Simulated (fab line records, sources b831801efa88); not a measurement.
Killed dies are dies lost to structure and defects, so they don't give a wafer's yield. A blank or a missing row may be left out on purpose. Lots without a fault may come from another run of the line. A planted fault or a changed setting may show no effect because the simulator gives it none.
Chamber matching | flow sky130 | SKY_CONTACT_CMP_27 on cmp-02: 4 sister chambers
The step polishes, stops on SiO2, t overpolish 15 s, target thk 0 nm. 4 wafers are shown with their chamber, then 8 later ones without.

WAFERS WITH THEIR CHAMBER
wafer  | chamber | time_to_endpoint_s (s)
L555.6 | 0       | 89
L559.4 | 3       | 94
L559.6 | 1       | 82
L567.3 | 2       | 73

WAFERS WITHOUT THEIR CHAMBER
wafer  | time_to_endpoint_s (s)
L567.4 | 81
L567.6 | 88
L573.2 | 81
L573.4 | 84
L573.5 | 93
L574.3 | 91
L574.4 | 76
L574.5 | 84

WHICH CHAMBER EACH WENT THROUGH
wafer  | from the rows above     | in truth
L567.4 | 1                       | 1
L567.6 | 0                       | 0
L573.2 | 1                       | 1
L573.4 | can't be placed: 1 or 0 | 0
L573.5 | can't be placed: 3 or 0 | 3
L574.3 | can't be placed: 0 or 3 | 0
L574.4 | can't be placed: 2 or 1 | 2
L574.5 | can't be placed: 1 or 0 | 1
Placed correctly: 3 of 8. Can't be placed from these rows: 5 (the true chamber is among the candidates in 5). Placed wrongly: 0.
How it was worked out, from the rows above alone: a wafer's distance from a chamber is the root of the sum, over the readings, of the square of ((its reading less the chamber's mean) divided by the reading's scatter). The wafer belongs to the nearest chamber; if the next one is less than 2 further off, it can't be placed. A chamber's mean is the mean of its shown wafers. The scatter: with one shown wafer a chamber, the root of the mean of the squares of how far each hidden wafer lies from its nearest shown one.
